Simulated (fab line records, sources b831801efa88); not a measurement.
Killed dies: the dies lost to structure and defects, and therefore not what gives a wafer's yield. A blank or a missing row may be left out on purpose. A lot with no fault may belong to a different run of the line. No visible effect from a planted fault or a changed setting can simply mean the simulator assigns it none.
A struck lot beside a sound one    flow sky130    30 steps out of a route of 708
Sound: the wafers L735.1, L735.3, L735.5. Wafers L741.1, L741.2, L741.3 were the ones struck. The cause comes at the end.
Per side, at each step with rows, come the tool, then ch with its chambers, and then its first start. Under that, the readings that differ: sound wafers    struck wafers    difference of the means    sigmas: that difference in standard deviations of wafers without a fault.
alike: readings with means less than 2 such deviations apart, plus words and numbers identical on both sides. not compared: withheld readings, readings lacking a value on some wafer, bounds such as >300 that could conceal the same value, and numbers that have no deviation in the record and whose values overlap.
Wherever a step has rows on one side only, a row that says differs or no value, or a row with sigmas, the two part there. Numbers that have no deviation but don't overlap get no sigmas and don't part them. Lack of a reading on every wafer of one side parts them only where that side has two or more wafers.

SKY_PWDE_STRIP_09: strips in O2/N2.
  sound on plasma_asher-01 ch 0,1, day 4 10:39; struck on plasma_asher-02 ch 0,1, day 5 20:06
  alike: drypump_motor_current_A, n2_flow_sccm, oes_product_au, strip_time_to_endpoint_s
  not compared: rf_hours_counter_h
SKY_PWDE_TW_MEAS_10:
  struck on film_metro-04, day 5 20:12; sound on film_metro-02, day 4 10:45
  alike: PWDE_TW
then, 7 steps without rows for these wafers: SKY_NWELL_DEHYDRATE_03 (time 60 s); SKY_NWELL_HMDS_04 (prime time 60 s); SKY_NWELL_COAT_05 (resist thk 2947 nm); SKY_NWELL_SOFTBAKE_06; SKY_NWELL_EXPOSE_07 (exposes mask NWM, target cd 840 nm); SKY_NWELL_PEB_08; SKY_NWELL_DEVELOP_09 (develop time 60 s).
SKY_NWELL_OVL_MEAS_10:
  struck on overlay-01, day 6 14:22; sound on overlay-01, day 5 03:58
  alike: NWELL_00_OVL
then, 2 steps without rows for these wafers: SKY_NWELL_IMPLANT_11; SKY_NWELL_IMPLANT_12.
SKY_NWELL_IMPLANT_13:
  sound on implanter-03 ch 0, day 5 04:18; struck on implanter-03 ch 0, day 6 14:42
reading             sound                     struck                       difference  sigmas
dose_ions_cm2       7e+11 6.995e+11 6.99e+11  9.99e+11 9.994e+11 9.99e+11  +3.00e+11   +99 or more
faraday_current_uA  4.03 4.02 4.02            5.44 5.60 5.55               +1.51       +19
SKY_NWELL_STRIP_14: strips in O2/N2.
  sound on plasma_asher-04 ch 0,1, day 5 04:27; struck on plasma_asher-01 ch 0,1, day 6 14:51
  alike: drypump_motor_current_A, n2_flow_sccm, oes_product_au, strip_time_to_endpoint_s
  not compared: rf_hours_counter_h
SKY_NWELL_TW_MEAS_15:
  struck on film_metro-04, day 6 14:57; sound on film_metro-02, day 5 04:33
  alike: NWELL_TW
then, 7 steps without rows for these wafers: SKY_NWELL_DEHYDRATE_16 (time 60 s); SKY_NWELL_HMDS_17 (prime time 60 s); SKY_NWELL_COAT_18 (resist thk 3000 nm); SKY_NWELL_SOFTBAKE_19; SKY_NWELL_EXPOSE_20 (exposes mask NWM COMPLEMENT, target cd 840 nm); SKY_NWELL_PEB_21; SKY_NWELL_DEVELOP_22 (develop time 60 s).
SKY_NWELL_OVL_MEAS_23:
  struck on overlay-01, day 7 10:58; sound on overlay-02, day 5 22:55
  alike: NWELL_01_OVL
after that, 1 step had no rows for these wafers: SKY_NWELL_IMPLANT_24.
SKY_NWELL_STRIP_25: strips in O2/N2.
  sound on plasma_asher-03 ch 1, day 5 23:07; struck on plasma_asher-01 ch 0,1, day 7 11:10
reading                       sound              struck             difference  sigmas
strip_time_to_endpoint_s (s)  37.00 37.10 36.96  36.70 36.75 36.78  -0.28       -3
  alike: drypump_motor_current_A, n2_flow_sccm, oes_product_au
  not compared: rf_hours_counter_h
SKY_NWELL_TW_MEAS_26:
  struck on film_metro-04, day 7 11:16; sound on film_metro-02, day 5 23:13
  alike: NWELL_2_TW
then, 1 step without rows for these wafers: SKY_NWELL_CLEAN_27 (cleans in SC1/SC2, time 150 s).
SKY_NWELL_RTA_28: time 30 s.
  sound on rtp_anneal-02 ch 0, day 5 23:20; struck on rtp_anneal-01 ch 0, day 7 11:22
reading           sound                 struck                difference  sigmas
wafer_temp_C_max  1053.2 1053.9 1053.2  1057.4 1056.0 1055.1  +2.7        +3
  alike: lamp_power_pct, ramp_down_c_per_s, ramp_up_c_per_s
SKY_NWELL_RS_MEAS_29: measures by four-point-probe.
  struck on film_metro-03, day 7 11:28; sound on film_metro-03, day 5 23:26
reading            sound              struck             difference  sigmas
NWELL_RS (ohm/sq)  626.7 628.1 627.5  617.0 616.1 616.7  -10.8       -7
-- the record jumps here: 41 days lie between the struck wafers' starts before and after (it left off in module NWELL and takes up again in module PAD_OPEN, whose first step shown is number 708 of the route) --
SKY_PAD_OPEN_PROBE_99:
  struck on prober-02, day 48 01:32; sound on prober-01, day 46 12:35
reading                                    sound                  struck                   difference  sigmas
model.etest.pfet_g5v0d10v5.r_on_ohm_um     4794 4791 4756         4951 4933 4934           +159        
model.etest.tip_p_5v.rs_ohm_sq             2867 2855 2854         2946 2946 2950           +89         
model.etest.pfet_g5v0d10v5.drive_ua_um     334.3 336 338.4        322.5 321.1 326.8        -12.8       
model.etest.pfet_01v8_lvt.drive_ua_um      174.2 174.5 175.9      162.9 162.7 164.2        -11.6       
model.etest.pfet_01v8_lvt.off_log10_a_um   -8.872 -8.991 -8.923   -10.32 -10.19 -10.11     -1.28       
model.etest.pfet_g5v0d10v5.off_log10_a_um  -12.29 -12.47 -12.57   -13.58 -13.55 -13.51     -1.10       
model.etest.ring_5v.delay_ps               44.75 44.74 44.76      45.74 45.73 45.33        +0.85       
model.etest.pfet_g5v0d10v5.vt_sat_v (V)    -0.6138 -0.63 -0.6288  -0.8092 -0.8294 -0.7945  -0.1868     
  alike: killed_at_M0_to_M3, killed_at_M4_up, killed_at_contacts, killed_at_front_end, killed_at_other, killed_dies, killed_open, killed_short

## WHERE THEY PART
First at SKY_NWELL_IMPLANT_13; last, within this record, at SKY_NWELL_RS_MEAS_29. Later steps at which nothing parts them and some readings are alike: SKY_PAD_OPEN_PROBE_99.

WHY: what had been put in by the simulator
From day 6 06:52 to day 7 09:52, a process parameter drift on implanter-03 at SKY_NWELL_IMPLANT_13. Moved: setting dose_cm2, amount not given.
